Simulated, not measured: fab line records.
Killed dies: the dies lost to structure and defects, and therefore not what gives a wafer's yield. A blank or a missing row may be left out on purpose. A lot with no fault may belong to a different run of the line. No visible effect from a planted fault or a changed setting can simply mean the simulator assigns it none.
A lot that was struck, set against a sound lot	flow gf180mcu	15 out of 602 route steps
Sound: the wafers L609.4, L609.5, L609.6. The struck wafers were L621.2, L621.5, L621.6. The cause is named last.
For every step that has rows: the tool of each side, followed by ch and its chambers, followed by its first start. Under that, the readings that differ: sound wafers	struck wafers	difference of the means	sigmas: that difference in standard deviations of wafers without a fault.
alike: readings whose means differ by less than 2 such deviations, and words and numbers that are the same on both sides. not compared: withheld readings, readings that some wafer has no value for, bounds like >300 that may hide the same value, and numbers for which the record gives no deviation and whose values overlap.
Wherever a step has rows on one side only, a row that says differs or no value, or a row with sigmas, the two part there. Non-overlapping numbers with no deviation appear without sigmas and do not part them. A reading that every wafer of one side lacks parts them only if that side has two wafers or more.

GF_CONTACT_OVL_MEAS_15:
  sound: overlay-02 at day 18 02:01; struck: overlay-02 at day 22 12:40
  alike: CONTACT_OVL
then, 1 step without rows for these wafers: GF_CONTACT_ETCH_16 (etches BARC in N2/H2).
GF_CONTACT_ETCH_17: etches SiO2 in C4F8/O2/Ar, stops on CoSi2, target depth 860 nm.
  sound: rie diel-03 ch 2,3; struck: rie diel-04 ch 0,1,3
  alike: oes product au
GF_CONTACT_STRIP_18: strips in O2/N2.
  sound on plasma asher-01 ch 0,1, day 18 02:13; struck on plasma asher-01 ch 0,1, day 22 12:52
  alike: drypump motor current A, heater power w, oes product au
  not compared: rf hours counter h
then, 3 steps without rows for these wafers: GF_CONTACT_CLEAN_19 (cleans in SPM); GF_CONTACT_CLEAN_20 (cleans in DIW); GF_CONTACT_CLEAN_21 (cleans in dHF, time 20 s).
GF_CONTACT_SPUTTER_22: material Ti, target thk 15 nm, time 80.02 s.
  sound: pvd sputter-01 at day 18 02:29; struck: pvd sputter-04 at day 22 13:10
  alike: throttle valve pct
then, 1 step without rows for these wafers: GF_CONTACT_SPUTTER_23 (material TiN, target thk 10 nm, time 40 s).
GF_CONTACT_CVD_24: deposits W, target thk 300 nm, time 90.339 s.
  sound on cvd w-02 ch 0,1, day 18 02:37; struck on cvd w-02 ch 0,1, day 22 13:17
  alike: heater power w, susceptor temp C
GF_CONTACT_RS_MEAS_25: the measuring method here is four-point-probe.
  sound: film metro-02 at day 18 02:45; struck: film metro-02 at day 22 13:25
  alike: CONTACT_W_RS
GF_CONTACT_THK_MEAS_26: measures by xrf.
  sound: film metro-02 at day 18 02:50; struck: film metro-02 at day 22 13:31
  alike: CONTACT_W_THK
GF_CONTACT_CMP_27: polishes, stops on SiO2, t overpolish 15 s, target thk 0 nm.
  sound on cmp-01 ch 0,3, day 18 02:52; struck on cmp-02 ch 2,3, day 22 13:34
reading	sound	struck	difference	sigmas
head pressure psi (psi)	3.503 3.495 3.503	3.164 3.167 3.184	-0.329	-44
time to endpoint s (s)	69.8 69.7 72.1	76.2 74.3 77.1	+5.3	+2
  alike: motor current A, overpolish run s, slurry flow ml min
GF_M1_SPUTTER_00: material Ti, target thk 37.5 nm, time 150 s.
  sound: pvd sputter-04 at day 18 03:11; struck: pvd sputter-02 at day 22 13:52
  alike: throttle valve pct
GF_PASSIVATION_PROBE_99:
  sound wafers here have rows in the record (prober-02, day 30 15:35); struck ones have none

WHERE THEY PART
Last at GF_PASSIVATION_PROBE_99 as far as this record goes, first at GF_CONTACT_CMP_27.

WHY: whatever the simulator had introduced
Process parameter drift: cmp-02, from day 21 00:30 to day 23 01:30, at GF_CONTACT_CMP_27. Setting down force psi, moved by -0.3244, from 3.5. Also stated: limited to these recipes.
